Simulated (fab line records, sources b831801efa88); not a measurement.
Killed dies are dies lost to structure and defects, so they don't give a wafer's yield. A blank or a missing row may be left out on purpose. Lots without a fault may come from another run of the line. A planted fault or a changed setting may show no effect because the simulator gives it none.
fab line records | flow sky130
record lots=11 wafers=33 last_day=50
route steps=708 shown PWDE@54 SONOS_ONO@182 GATE_OXIDE@189 VIA3@575 PAD_OPEN@708
lots that met no fault: from a run of the same line without faults
start_h: hours from the record's first day to the start of the lot's first wafer shown | wait_h: hours since the lot's step before | " the same as in the row above | L1.1+2: a row that stands for several wafers | - no value, or no start given | * or withheld: withheld | < > ~ a bound
route shown NAME@n: a module of which the file shows steps, and the number in the route of the first | usual: mean/standard deviation of fault-free wafers | same: alike in all rows | chamber/n: place in a boat | sites: the reading at each site | _std_site: their standard deviation | _edge_site: outer sites' mean less inner sites' | radius_mm: how far each site lies from the wafer's centre | mask NAME#n: copy n | behind: the tool/chamber that last shaped the wafer | hold: why the lot was held/for how many hours/how that ended | device: the transistor (n, p or np) that didn't switch | end of line: the same wafers' tests at the end of the route | a step without rows: its recipe alone | killed: dies lost to structure and defects at the first sort, not the wafer's yield | map: a wafer's dies, x killed, . not, _ none there
set.NAME: the setting as run; set.NAME@STEP: as run at that earlier step | model.NAME: the simulator's own value behind a step, which no gauge read
steps of the route over a sample of lots; a table a step, a row a wafer
services: from which hour (start_h, from the record's first day; less than 0 if before it) a tool's chamber was out of use, for how many hours, and why
## steps
# step SKY_PWDE_STRIP_09
# recipe chemistry=O2/N2 power_w=1400 pressure_mtorr=1500 platen_temp_c=withheld o2_flow_sccm=3000 n2_flow_sccm=300 overash_fraction=0.5
# usual drypump_motor_current_A=5.8/0.42 oes_product_au=0.722/0.0047 strip_time_to_endpoint_s=36.90/0.12
# columns lot.wafer tool chamber start_h wait_h drypump_motor_current_A oes_product_au rf_hours_counter_h strip_time_to_endpoint_s
L498.1 plasma_asher-02 1 73.13 0.1 5.8 0.719 39 36.79
L498.3 " 0 " " 5.1 0.728 - 36.85
L498.4 " 1 " " 5.7 0.716 - 36.72
L499.3 plasma_asher-04 1 78.17 0.1 5.4 0.723 - 36.75
L499.4 " 0 " " 6.4 0.724 - 36.83
L499.6 " 0 " " 6.4 0.732 - 36.81
L502.3 plasma_asher-04 1 94.07 0.1 5.5 0.723 - 36.91
L502.4 " 0 " " 6.4 0.718 - 37.02
L502.6 " 0 " " 6.4 0.725 - 37.01
L504.2 plasma_asher-03 0 108.99 0.1 5.6 0.723 43 36.81
L504.5 " 0 " " 5.6 0.731 - 36.89
L504.6 " 1 " " 5.9 0.724 - 37.01
L505.3 plasma_asher-04 0 112.57 0.1 6.4 0.712 - 36.99
L505.4 " 1 " " 5.5 0.717 - 37.10
L505.6 " 0 " " 6.4 0.725 - 37.00
L506.2 plasma_asher-04 0 117.66 0.1 6.4 0.724 30 36.91
L506.3 " 1 " " 5.5 0.714 - 36.96
L506.5 " 1 " " 5.5 0.724 - 36.91
L511.1 plasma_asher-04 1 148.96 0.1 5.5 0.724 33 36.96
L511.4 " 0 " " 6.4 0.722 - 36.98
L511.5 " 1 " " 5.4 0.726 - 37.13
L512.3 plasma_asher-03 1 154.77 0.1 5.8 0.722 - 36.96
L512.5 " 1 " " 5.8 0.718 - 36.96
L512.6 " 0 " " 5.6 0.730 - 36.87
L516.1 plasma_asher-04 0 183.93 0.1 6.4 0.725 37 36.87
L516.4 " 1 " " 5.5 0.721 - 37.04
L516.6 " 0 " " 6.4 0.720 - 37.18
L517.1 plasma_asher-04 1 185.61 0.1 5.4 0.716 37 36.87
L517.3 " 0 " " 6.4 0.726 - 36.86
L517.5 " 1 " " 5.5 0.717 - 36.80
L518.2 plasma_asher-03 0 190.61 0.1 5.5 0.723 51 36.96
L518.4 " 0 " " 5.6 0.721 - 36.94
L518.5 " 1 " " 5.8 0.720 - 37.11
# step SKY_SONOS_ONO_OVL_MEAS_14
# usual SONOS_ONO_OVL=0.1/1.3
# columns lot.wafer tool chamber start_h wait_h SONOS_ONO_OVL[nm]
L498.1 overlay-02 - 283.61 0.1 0.8
L498.3 " - " " -0.2
L498.4 " - " " 0.9
L499.3 overlay-02 - 331.13 0.1 1.5
L499.4 " - " " -0.8
L499.6 " - " " 3.4
L502.3 overlay-02 - 333.68 0.1 -1.6
L502.4 " - " " -2.1
L502.6 " - " " -0.6
L504.2 overlay-02 - 333.95 0.1 1.3
L504.5 " - " " 0.1
L504.6 " - " " 2.0
L505.3 overlay-02 - 340.66 0.1 0.6
L505.4 " - " " 0.6
L505.6 " - " " -0.1
L506.2 overlay-01 - 344.62 0.1 -1.4
L506.3 " - " " -0.1
L506.5 " - " " 0.0
L511.1 overlay-01 - 389.34 0.1 0.3
L511.4 " - " " 0.8
L511.5 " - " " 1.1
L512.3 overlay-02 - 401.66 0.1 -1.2
L512.5 " - " " -0.6
L512.6 " - " " -0.1
L517.1 overlay-02 - 446.72 0.1 0.1
L517.3 " - " " 0.1
L517.5 " - " " 0.2
L516.1 overlay-01 - 447.06 0.1 -1.3
L516.4 " - " " -0.4
L516.6 " - " " -3.2
L518.2 overlay-01 - 449.73 0.1 2.5
L518.4 " - " " 2.7
L518.5 " - " " 0.7
# step SKY_GATE_OXIDE_THK_MEAS_02
# recipe reads=SiO2_of_GATE_OXIDE_OXIDATION_01
# usual GATE_OXIDE_OXIDATION_00_THK=10.22/0.17
# columns lot.wafer tool chamber start_h wait_h GATE_OXIDE_OXIDATION_00_THK[nm]
L498.1 film_metro-01 - 288.22 0.0 10.08
L498.3 " - " " 10.03
L498.4 " - " " 10.23
L499.3 film_metro-03 - 333.06 0.0 10.30
L499.4 " - " " 10.28
L499.6 " - " " 10.29
L504.2 film_metro-04 - 336.66 0.0 10.14
L504.5 " - " " 10.19
L504.6 " - " " 10.34
L502.3 film_metro-01 - 336.67 0.0 10.15
L502.4 " - " " 10.37
L502.6 " - " " 10.24
L505.3 film_metro-04 - 343.97 0.0 10.15
L505.4 " - " " 10.25
L505.6 " - " " 10.05
L506.2 film_metro-03 - 347.72 0.0 10.23
L506.3 " - " " 10.19
L506.5 " - " " 10.28
L511.1 film_metro-03 - 391.12 0.0 10.31
L511.4 " - " " 10.32
L511.5 " - " " 10.30
L512.3 film_metro-03 - 404.59 0.0 10.41
L512.5 " - " " 10.41
L512.6 " - " " 10.51
L516.1 film_metro-04 - 448.84 0.0 10.14
L516.4 " - " " 9.96
L516.6 " - " " 10.02
L517.1 film_metro-01 - 448.84 0.0 10.25
L517.3 " - " " 10.02
L517.5 " - " " 10.12
L518.2 film_metro-04 - 452.29 0.0 10.43
L518.4 " - " " 10.33
L518.5 " - " " 10.49
# step SKY_VIA3_CMP_02
# recipe material=SiO2 down_force_psi=4 platen_rpm=60 pad_velocity_m_s=0.94248
# usual head_pressure_psi=4.001/0.0095 motor_current_A=12.6/1.6 slurry_filter_dp_kPa=13.49/0.13 slurry_flow_ml_min=150.0/0.45
# columns lot.wafer tool chamber start_h wait_h head_pressure_psi motor_current_A slurry_filter_dp_kPa slurry_flow_ml_min
L498.1 cmp-02 1 906.77 0.1 4.000 12.8 13.46 150.2
L498.3 " 3 " " 4.004 11.0 13.52 149.9
L498.4 " 0 " " 3.983 11.3 13.34 150.2
L499.3 cmp-01 2 951.52 0.1 4.001 14.1 13.52 149.8
L499.4 " 3 " " 4.011 14.2 13.76 149.7
L499.6 " 1 " " 4.008 14.6 13.51 150.3
L504.2 cmp-01 1 955.77 0.2 4.009 14.3 13.32 150.1
L504.6 " 2 " " 4.001 12.8 13.42 151.0
L504.5 " 3 " " 3.993 15.4 13.61 149.6
L502.3 cmp-02 2 957.00 0.1 3.983 11.6 13.45 149.3
L502.4 " 3 " " 3.980 11.2 13.41 149.7
L502.6 " 1 " " 4.012 12.1 13.42 149.7
L506.2 cmp-01 2 966.93 0.0 4.006 13.6 13.41 150.3
L506.3 " 1 " " 3.998 14.3 13.50 149.7
L506.5 " 2 " " 3.999 13.3 13.65 149.7
L505.3 cmp-02 0 969.42 0.0 4.013 11.1 13.65 150.0
L505.4 " 1 " " 3.990 12.0 13.52 150.3
L505.6 " 0 " " 4.018 10.5 13.45 150.3
L511.1 cmp-01 0 998.39 0.1 4.014 11.6 13.60 150.2
L511.4 " 2 " " 4.014 13.1 13.88 150.2
L511.5 " 3 " " 4.019 14.8 13.27 149.5
L512.3 cmp-01 2 1008.49 0.2 4.005 13.8 13.41 150.3
L512.6 " 3 " " 4.000 15.6 13.27 150.2
L512.5 " 0 " " 3.989 11.4 13.40 149.9
L517.1 cmp-02 2 1039.90 0.1 4.003 12.2 13.46 150.9
L517.3 " 0 " " 4.008 10.8 13.31 150.1
L517.5 " 2 " " 3.988 11.4 13.57 150.4
L516.1 cmp-02 1 1042.46 0.1 3.999 12.5 13.67 150.1
L516.4 " 0 " " 3.993 11.2 13.20 149.7
L516.6 " 1 " " 3.991 11.9 13.56 150.4
L518.4 cmp-02 3 1044.04 0.1 4.008 11.2 13.45 149.9
L518.2 " 1 " " 4.007 12.2 13.42 149.3
L518.5 " 2 " " 4.007 11.2 13.40 149.2
# step SKY_VIA3_ETCH_15
# recipe target=SiO2 chemistry=C4F8/O2/Ar target_depth_nm=507 stop_on=TiN mask_material=KrF-thick source_w=1500 bias_w=1200 pressure_mtorr=40 c4f8_flow_sccm=withheld O2_flow_sccm=6 Ar_flow_sccm=300 time_s=78
# usual oes_product_au=0.946/0.0046 rf_fwd_power_W=1489/5.1
# columns lot.wafer tool chamber start_h wait_h oes_product_au rf_fwd_power_W rf_hours_counter_h
L498.1 rie_diel-03 3 931.59 0.0 0.939 1489 20
L498.3 " 0 " " 0.940 1489 28
L498.4 " 2 " " 0.935 1488 -
L499.3 rie_diel-01 0 976.49 0.0 0.944 1483 10
L499.4 " 0 " " 0.950 1489 -
L499.6 " 2 " " 0.945 1491 -
L504.2 rie_diel-02 3 979.85 0.0 0.947 1485 17
L504.5 " 1 " " 0.946 1489 -
L504.6 " 2 " " 0.944 1493 -
L502.3 rie_diel-03 2 981.59 0.1 0.944 1484 -
L502.4 " 1 " " 0.948 1485 -
L502.6 " 2 " " 0.953 1487 -
L506.2 rie_diel-01 1 991.69 0.0 0.954 1482 28
L506.3 " 0 " " 0.946 1476 10
L506.5 " 1 " " 0.943 1484 -
L505.3 rie_diel-01 0 993.60 0.0 0.948 1496 10
L505.4 " 2 " " 0.947 1489 6
L505.6 " 2 " " 0.941 1497 -
L511.1 rie_diel-02 1 1021.79 0.0 0.951 1494 10
L511.4 " 3 " " 0.952 1484 18
L511.5 " 3 " " 0.994 1493 -
L512.3 rie_diel-01 2 1032.10 0.0 0.989 1493 7
L512.5 " 2 " " 0.997 1494 -
L512.6 " 1 " " 0.941 1469 -
L517.1 rie_diel-02 2 1061.54 0.0 0.951 1489 20
L517.3 " 0 " " 0.949 1483 1
L517.5 " 1 " " 0.940 1490 -
L516.1 rie_diel-01 3 1065.03 0.0 0.945 1490 23
L516.4 " 2 " " 0.949 1493 -
L516.6 " 0 " " 0.941 1487 -
L518.2 rie_diel-02 1 1066.18 0.0 0.944 1492 12
L518.4 " 2 " " 0.946 1487 20
L518.5 " 2 " " 0.945 1487 -
# step SKY_PAD_OPEN_PROBE_99
# usual defect_limited_yield=82.6/1.8 killed_at_M0_to_M3=43/7 killed_at_M4_up=3.4/1.9 killed_at_contacts=24/5.4 killed_at_front_end=15/4.4 killed_at_other=0.4/0.63 killed_dies=86/9.1 killed_on_rim=16/3.5 killed_open=46/6.6 killed_short=39/6.6 sort_bin_3_pad_short=0.9/0.46 sort_bin_5_function=10.3/1.4 sort_bin_6_memory=6.2/1.1 sort_n_pass=406/9.1 sort_yield_pct=82.6/1.8
# same gross_dies=492 killed_at_back_side=0 sort_bin_4_leakage[%]=0 sort_bin_8_speed[%]=0
# columns lot.wafer tool chamber start_h wait_h defect_limited_yield[%] killed_at_M0_to_M3 killed_at_M4_up killed_at_contacts killed_at_front_end killed_at_other killed_dies killed_on_rim killed_open killed_short sort_bin_3_pad_short[%] sort_bin_5_function[%] sort_bin_6_memory[%] sort_n_pass sort_yield_pct[%]
L504.2 prober-01 - 1119.52 0.1 83.5 40 2 30 9 0 81 23 43 37 1.0 8.1 7.3 411 83.5
L504.5 prober-01 - 1119.67 0.2 81.1 49 3 27 14 0 93 17 47 46 1.6 11.2 6.1 399 81.1
L504.6 prober-01 - 1119.72 0.2 78.3 48 3 41 15 0 107 17 65 42 0.4 13.6 7.7 385 78.3
L505.3 prober-02 - 1129.52 0.2 82.3 43 5 24 14 1 87 19 55 32 0.4 9.8 7.5 405 82.3
L505.4 prober-02 - 1129.57 0.2 81.7 47 5 22 16 0 90 17 48 42 1.0 9.8 7.5 402 81.7
L505.6 prober-02 - 1129.67 0.2 83.9 39 5 20 15 0 79 17 40 38 0.8 10.0 5.3 413 83.9
L511.1 prober-01 - 1153.27 0.1 82.5 51 3 16 16 0 86 15 47 39 0.6 10.0 6.9 406 82.5
L511.4 prober-01 - 1153.42 0.2 82.7 43 2 28 12 0 85 16 47 38 1.2 11.0 5.1 407 82.7
L511.5 prober-01 - 1153.47 0.2 0 450 5 21 16 0 492 96 54 47 1.0 91.7 7.3 0 0
L512.3 prober-02 - 1163.45 0.2 0 462 0 15 15 0 492 96 38 26 0.6 94.9 4.5 0 0
L512.5 prober-02 - 1163.55 0.2 0 443 5 26 17 1 492 96 57 37 0.4 92.9 6.7 0 0
L512.6 prober-02 - 1163.60 0.2 84.6 44 3 21 8 0 76 11 48 28 0.6 10.0 4.9 416 84.6
L517.1 prober-02 - 1185.01 0.1 84.6 39 6 19 12 0 76 16 51 25 0.6 10.8 4.1 416 84.6
L517.3 prober-02 - 1185.11 0.2 80.3 37 6 29 25 0 97 15 52 45 1.0 12.2 6.5 395 80.3
L517.5 prober-02 - 1185.21 0.2 84.8 49 0 17 9 0 75 15 44 31 0.4 10.6 4.3 417 84.8
L516.1 prober-01 - 1187.24 0.1 82.5 40 3 21 21 1 86 18 43 43 1.2 10.4 5.9 406 82.5
L516.4 prober-01 - 1187.39 0.2 84.3 41 2 23 11 0 77 14 41 36 0.4 10.8 4.5 415 84.3
L516.6 prober-01 - 1187.49 0.2 82.5 38 6 29 13 0 86 17 46 39 0.8 10.6 6.1 406 82.5
L518.2 prober-02 - 1188.30 0.1 82.9 39 6 22 17 0 84 15 46 38 0.6 12.0 4.5 408 82.9
L518.4 prober-02 - 1188.40 0.2 83.1 37 3 30 13 0 83 21 50 33 1.0 8.9 6.9 409 83.1
L518.5 prober-02 - 1188.45 0.2 84.8 35 3 25 12 0 75 17 37 38 1.2 8.5 5.5 417 84.8
# killed by level:class
L504.2 CONTACT:geometric_particle:open=13 VIA2:geometric_particle:open=10 METAL2:geometric_particle:short=8 METAL3:geometric_particle:short=8 CONTACT:geometric_particle:short=6 VIA3:geometric_particle:open=6 LI_CONTACT:geometric_particle:open=5 LI_CONTACT:geometric_particle:short=3
L504.5 VIA1:geometric_particle:open=12 CONTACT:geometric_particle:open=10 METAL2:geometric_particle:short=10 LI_CONTACT:geometric_particle:open=8 VIA1:geometric_particle:short=7 VIA2:geometric_particle:short=5 CONTACT:geometric_particle:short=4 METAL1:geometric_particle:short=4
L504.6 CONTACT:geometric_particle:open=17 LI_CONTACT:geometric_particle:open=11 VIA1:geometric_particle:open=10 VIA3:geometric_particle:open=9 VIA2:geometric_particle:open=8 VIA1:geometric_particle:short=7 LI_CONTACT:geometric_particle:short=6 METAL1:geometric_particle:short=6
L505.3 CONTACT:geometric_particle:open=14 VIA1:geometric_particle:open=13 FIELD_ISO:geometric_particle:open=7 VIA2:geometric_particle:open=7 VIA3:geometric_particle:short=5 VIA3:geometric_particle:open=5 LOCAL_INTERCONNECT:geometric_particle:short=4 METAL2:geometric_particle:short=4
L505.4 VIA3:geometric_particle:open=9 CONTACT:geometric_particle:open=7 LI_CONTACT:geometric_particle:open=6 METAL2:geometric_particle:short=6 VIA1:geometric_particle:open=6 POLY_GATE:geometric_particle:open=5 CONTACT:geometric_particle:short=5 METAL1:geometric_particle:short=5
L505.6 LI_CONTACT:geometric_particle:open=12 VIA1:geometric_particle:open=9 FIELD_ISO:geometric_particle:short=7 METAL1:geometric_particle:short=7 METAL2:geometric_particle:short=5 VIA2:geometric_particle:open=5 VIA3:geometric_particle:open=4 VIA3:geometric_particle:short=4
L511.1 VIA1:geometric_particle:open=12 VIA2:geometric_particle:open=11 VIA1:geometric_particle:short=7 LI_CONTACT:geometric_particle:open=5 CONTACT:geometric_particle:open=5 VIA2:geometric_particle:short=5 FIELD_ISO:geometric_particle:open=4 FIELD_ISO:geometric_particle:short=3
L511.4 VIA1:geometric_particle:open=11 CONTACT:geometric_particle:open=10 LI_CONTACT:geometric_particle:open=7 LOCAL_INTERCONNECT:geometric_particle:short=6 METAL2:geometric_particle:short=6 VIA1:geometric_particle:short=5 LI_CONTACT:geometric_particle:short=4 METAL1:geometric_particle:short=4
L511.5 VIA3:area_etch=391 VIA1:geometric_particle:open=12 CONTACT:geometric_particle:open=9 VIA2:geometric_particle:open=9 VIA3:geometric_particle:open=8 FIELD_ISO:geometric_particle:short=7 METAL2:geometric_particle:short=7 VIA2:geometric_particle:short=6
L512.3 VIA3:area_etch=428 VIA1:geometric_particle:open=13 VIA2:geometric_particle:open=7 FIELD_ISO:geometric_particle:short=6 LI_CONTACT:geometric_particle:open=4 LOCAL_INTERCONNECT:geometric_particle:short=4 CONTACT:geometric_particle:open=4 METAL2:geometric_particle:short=4
L512.5 VIA3:area_etch=397 VIA1:geometric_particle:open=14 CONTACT:geometric_particle:open=10 VIA3:geometric_particle:open=9 METAL1:geometric_particle:short=8 LI_CONTACT:geometric_particle:open=7 FIELD_ISO:geometric_particle:short=5 POLY_GATE:geometric_particle:short=5
L512.6 VIA1:geometric_particle:open=16 CONTACT:geometric_particle:open=8 VIA3:geometric_particle:open=8 POLY_GATE:geometric_particle:short=5 VIA2:geometric_particle:open=5 METAL2:geometric_particle:short=5 LI_CONTACT:geometric_particle:open=4 LOCAL_INTERCONNECT:geometric_particle:short=4
L517.1 VIA1:geometric_particle:open=12 CONTACT:geometric_particle:open=9 VIA3:geometric_particle:open=8 LI_CONTACT:geometric_particle:open=5 POLY_GATE:geometric_particle:open=4 METAL4:geometric_particle:short=4 VIA1:geometric_particle:short=4 METAL2:geometric_particle:short=4
L517.3 CONTACT:geometric_particle:open=12 FIELD_ISO:geometric_particle:open=8 VIA2:geometric_particle:open=7 VIA1:geometric_particle:open=6 LOCAL_INTERCONNECT:geometric_particle:short=6 VIA3:geometric_particle:open=6 FIELD_ISO:geometric_particle:short=5 LI_CONTACT:geometric_particle:open=5
L517.5 VIA2:geometric_particle:open=10 VIA3:geometric_particle:open=9 CONTACT:geometric_particle:open=9 VIA1:geometric_particle:open=6 VIA1:geometric_particle:short=5 LOCAL_INTERCONNECT:geometric_particle:short=4 VIA2:geometric_particle:short=4 VIA3:geometric_particle:short=3
L516.1 VIA1:geometric_particle:open=12 POLY_GATE:geometric_particle:short=9 LI_CONTACT:geometric_particle:open=6 CONTACT:geometric_particle:open=6 METAL1:geometric_particle:short=6 VIA2:geometric_particle:open=6 METAL3:geometric_particle:short=5 FIELD_ISO:geometric_particle:open=4
L516.4 VIA1:geometric_particle:open=8 CONTACT:geometric_particle:open=7 VIA2:geometric_particle:open=7 VIA3:geometric_particle:open=6 LI_CONTACT:geometric_particle:short=5 LI_CONTACT:geometric_particle:open=5 VIA1:geometric_particle:short=5 METAL2:geometric_particle:short=4
L516.6 CONTACT:geometric_particle:open=10 LOCAL_INTERCONNECT:geometric_particle:short=9 VIA1:geometric_particle:open=8 VIA3:geometric_particle:open=6 METAL1:geometric_particle:short=6 VIA2:geometric_particle:open=5 METAL4:geometric_particle:short=5 LI_CONTACT:geometric_particle:open=4
L518.2 CONTACT:geometric_particle:open=10 VIA1:geometric_particle:open=9 FIELD_ISO:geometric_particle:short=7 VIA2:geometric_particle:open=7 FIELD_ISO:geometric_particle:open=4 LI_CONTACT:geometric_particle:open=4 CONTACT:geometric_particle:short=4 METAL2:geometric_particle:short=4
L518.4 CONTACT:geometric_particle:open=16 VIA3:geometric_particle:open=10 METAL1:geometric_particle:short=6 CONTACT:geometric_particle:short=5 METAL2:geometric_particle:short=5 VIA2:geometric_particle:open=5 POLY_GATE:geometric_particle:open=4 LI_CONTACT:geometric_particle:open=4
L518.5 VIA1:geometric_particle:open=8 CONTACT:geometric_particle:open=7 LI_CONTACT:geometric_particle:open=6 LOCAL_INTERCONNECT:geometric_particle:short=6 VIA1:geometric_particle:short=5 METAL3:geometric_particle:short=4 VIA2:geometric_particle:open=4 FIELD_ISO:geometric_particle:short=3
## services
# columns tool chamber start_h hours kind
cmp-02 - 79.19 5.4 pm
cmp-02 - 166.94 2.9 repair
cmp-02 - 216.64 0.6 repair
cmp-02 - 232.08 7.0 pm
cmp-02 - 239.06 4.0 pm
cmp-02 - 243.72 4.4 repair
cmp-02 - 244.37 14.6 repair
cmp-02 - 244.42 2.7 repair
plasma_asher-04 - 311.37 15.6 pm
plasma_asher-04 - 365.08 2.8 pm
cmp-02 - 395.58 1.9 repair
cmp-02 - 414.54 4.0 pm
cmp-02 - 419.88 1.2 repair
cmp-02 - 448.19 4.7 pm
cmp-02 - 454.50 3.8 repair
cmp-02 - 492.52 1.9 repair
cmp-02 - 579.34 4.0 pm
cmp-02 - 596.94 1.3 repair
cmp-02 - 626.03 0.4 repair
cmp-02 - 643.86 0.3 repair
cmp-02 - 735.66 0.2 repair
plasma_asher-04 - 961.61 3.5 repair
plasma_asher-04 - 1055.25 9.0 pm
plasma_asher-04 - 1055.50 0.7 repair
## key
first_sign step=SKY_VIA3_ETCH_15 reading=oes_product_au direction=up sigmas=10 usual=0.946 struck=0.994
effect step=SKY_PAD_OPEN_PROBE_99 reading=sort_bin_5_function direction=up sigmas=59 usual=10.3 struck=93.2
more_kills_born_at SKY_VIA3_ETCH_15@rie_diel-01=825 SKY_VIA3_ETCH_15@rie_diel-02=391
met_at SKY_VIA3_CMP_02
struck_lots L511,L512
struck_wafers L511.5,L512.3,L512.5
later_rows_left_out L511.5,L512.3,L512.5
not_acting_at SKY_PWDE_STRIP_09,SKY_SONOS_ONO_OVL_MEAS_14,SKY_GATE_OXIDE_THK_MEAS_02
onset_between 966.93 998.39
fault kind=process_parameter_drift tool=cmp-01 chamber=- onset_h=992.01 steps=SKY_VIA3_CMP_02 channel=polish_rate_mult offset=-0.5 shape=step end_h=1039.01 scope=struck_wafers_only
# later_rows_left_out: the simulator's readings of these wafers behind a module that went badly wrong aren't trusted and aren't shown, but for the sort
